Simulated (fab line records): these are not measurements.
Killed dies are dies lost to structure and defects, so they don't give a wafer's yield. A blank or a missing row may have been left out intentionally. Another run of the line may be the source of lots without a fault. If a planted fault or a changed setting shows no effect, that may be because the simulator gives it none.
Which of the tools did it? ; flow gf180mcu ; 6 lots with 18 wafers sampled at 4 steps, on a route of 602 steps

== WHAT THE GAUGES SHOWED, per wafer ==
GF_VT_IMPLANT_TW_MEAS_43.
lot;measured;on;VT_IMPLANT_4_TW
L777;day 7 21:11;film metro-03;694 697 697
L782;day 9 13:51;film metro-02;691 692 692
L784;day 9 16:03;film metro-03;693 691 691
L791;day 12 07:00;film metro-01;720 722 722
L793;day 12 12:13;film metro-02;696 699 695
L797;day 13 14:07;film metro-01;696 694 694

== EACH LOT AND THE TOOL THAT RAN IT (in order: tool; ch and the chambers of the sampled wafers; start) ==
lot;GF_STI_ETCH_14;GF_STI_CMP_25;GF_VT_IMPLANT_IMPLANT_41
L777;rie si-01 ch 0,2,3, day 2 07:06;cmp-02 ch 0,2,3, day 2 09:31;implanter-02 ch 0, day 7 20:56
L782;rie si-02 ch 0,1,3, day 3 08:30;cmp-02 ch 0,2,3, day 3 13:32;implanter-02 ch 0, day 9 13:37
L784;rie si-01 ch 2,3, day 3 18:26;cmp-02 ch 0,2,3, day 3 21:03;implanter-03 ch 0, day 9 15:49
L791;rie si-02 ch 0,1,2, day 5 08:47;cmp-02 ch 1,3, day 5 12:46;implanter-02 ch 0, day 12 06:45
L793;rie si-01 ch 0,3, day 5 16:58;cmp-01 ch 1,2, day 5 21:28;implanter-01 ch 0, day 12 11:59
L797;rie si-02 ch 1,2,3, day 6 14:34;cmp-02 ch 0,1,2, day 6 16:25;implanter-01 ch 0, day 13 13:52
- GF_STI_ETCH_14: etches Si in HBr/Cl2/O2, target depth 360 nm, time 102.9 s.
- GF_STI_CMP_25: polishes, stops on Si3N4, t overpolish 33 s, target thk 524.6 nm.
- GF_VT_IMPLANT_IMPLANT_41

== THE ANSWER, worked out from the rows above alone ==
Rule: what is usual is taken from the lots themselves. The widest of any qualifying gaps counts: lots, ordered by their means at a reading, are off when they make up no more than a third of the lots, leave a main group of 4 or more, and stand apart from it by 3 or more times the standard deviation of that group's means. A main group is skipped when, at the precision printed for the reading in the tables above, its means are all equal. Also off: a lot with no number at a reading for which 4 or more lots have one. All remaining lots with rows at the step are treated as sound.
Off: L791, at GF_VT_IMPLANT_TW_MEAS_43 (VT_IMPLANT_4_TW). Main group: mean 694, sd 2.1.
A tool fits if, at a process step before that reading, it ran every lot that is off, and no sound lot after the first of them. Gauges at GF_VT_IMPLANT_TW_MEAS_43: tried the same way as those tools. One fits: GF_VT_IMPLANT_IMPLANT_41 on implanter-02. Its last sound lot is L782 (day 9 13:37), its first lot that is off L791 (day 12 06:45): a fault that began between those two fits.

== WHAT THE SIMULATOR HAD INSERTED ==
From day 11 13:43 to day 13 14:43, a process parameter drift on implanter-02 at GF_VT_IMPLANT_IMPLANT_41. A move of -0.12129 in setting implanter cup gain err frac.
Struck lots among those shown: L791. The rule above found the same.
